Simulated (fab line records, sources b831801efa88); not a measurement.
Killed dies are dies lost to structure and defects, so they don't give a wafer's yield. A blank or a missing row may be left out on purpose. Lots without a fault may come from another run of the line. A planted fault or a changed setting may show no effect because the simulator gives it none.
Tool commonality check | flow sky130 | 15 lots, 45 wafers sampled

WHY IT WAS OPENED
At SKY_NWELL_RS_MEAS_29 the reading NWELL_RS is flagged on 3 of 15 lots. Wafers without a fault read 624.3 ohm/sq, standard deviation 1.7.
Rule: a lot is flagged when every wafer of it that has a number lies more than 4 standard deviations from that mean, or none has a number. The other lots count as sound.

lot  | measured    | on            | NWELL_RS (ohm/sq), wafer by wafer | flag
L538 | day 5 08:39 | film_metro-01 | 622.3 622.8 621.7                 |
L540 | day 5 22:20 | film_metro-01 | 622.2 623.8 622.3                 |
L542 | day 6 09:29 | film_metro-01 | 624.0 625.5 626.1                 |
L544 | day 6 21:00 | film_metro-04 | 622.1 625.0 621.9                 |
L545 | day 7 01:12 | film_metro-01 | 624.4 623.9 624.3                 |
L546 | day 7 04:40 | film_metro-01 | 624.3 624.6 623.2                 |
L547 | day 7 11:46 | film_metro-04 | 623.4 625.4 624.0                 |
L548 | day 7 19:42 | film_metro-01 | 623.4 626.7 621.6                 |
L549 | day 8 00:16 | film_metro-01 | 624.9 625.2 622.7                 |
L551 | day 8 12:56 | film_metro-01 | 623.4 625.6 624.1                 |
L552 | day 8 20:52 | film_metro-04 | 650.9 652.4 650.1                 | FLAGGED
L553 | day 9 02:30 | film_metro-04 | 649.5 647.8 648.3                 | FLAGGED
L554 | day 9 06:53 | film_metro-01 | 655.8 651.2 655.2                 | FLAGGED
L555 | day 9 14:50 | film_metro-03 | 623.8 623.2 622.8                 |
L556 | day 9 19:51 | film_metro-01 | 623.7 625.1 623.8                 |
The numbers of the flagged lots are 651.2 ohm/sq on average: +26.9 ohm/sq against the usual, or +16 standard deviations.

WHICH TOOL RAN EACH LOT
The record holds 1 process step before the reading, out of a route of 708 steps. In each cell: the tool, then ch and the chambers that the sampled wafers went through, then the start.
lot  | flag    | SKY_NWELL_IMPLANT_13
L538 |         | implanter-01 ch 0, day 4 14:32
L540 |         | implanter-04 ch 0, day 5 03:52
L542 |         | implanter-04 ch 0, day 5 14:34
L544 |         | implanter-02 ch 0, day 6 01:41
L545 |         | implanter-04 ch 0, day 6 06:01
L546 |         | implanter-02 ch 0, day 6 10:17
L547 |         | implanter-02 ch 0, day 6 16:44
L548 |         | implanter-02 ch 0, day 6 23:38
L549 |         | implanter-02 ch 0, day 7 03:10
L551 |         | implanter-04 ch 0, day 7 15:32
L552 | FLAGGED | implanter-02, day 8 00:20
L553 | FLAGGED | implanter-04, day 8 05:07
L554 | FLAGGED | implanter-04, day 8 10:05
L555 |         | implanter-04 ch 0, day 8 17:20
L556 |         | implanter-04 ch 0, day 8 21:52
What these steps do:
- SKY_NWELL_IMPLANT_13
- SKY_NWELL_RS_MEAS_29: measures by four-point-probe.

FLAGGED OVER TOTAL, TOOL BY TOOL (the gauges that took the reading come last)
step                 | tool          | lots run | flagged | share of the flagged lots | sound lots run after its first flagged lot
SKY_NWELL_IMPLANT_13 | implanter-01  | 1        | 0       | none                      | -
SKY_NWELL_IMPLANT_13 | implanter-02  | 6        | 1       | some                      | 0
SKY_NWELL_IMPLANT_13 | implanter-04  | 8        | 2       | some                      | 2 (L555,L556)
SKY_NWELL_RS_MEAS_29 | film_metro-01 | 10       | 1       | some                      | 1 (L556)
SKY_NWELL_RS_MEAS_29 | film_metro-03 | 1        | 0       | none                      | -
SKY_NWELL_RS_MEAS_29 | film_metro-04 | 4        | 2       | some                      | 0

WHAT THE TABLE ALLOWS
No row of the table ran every flagged lot.

WHAT THE SIMULATOR HAD PUT IN
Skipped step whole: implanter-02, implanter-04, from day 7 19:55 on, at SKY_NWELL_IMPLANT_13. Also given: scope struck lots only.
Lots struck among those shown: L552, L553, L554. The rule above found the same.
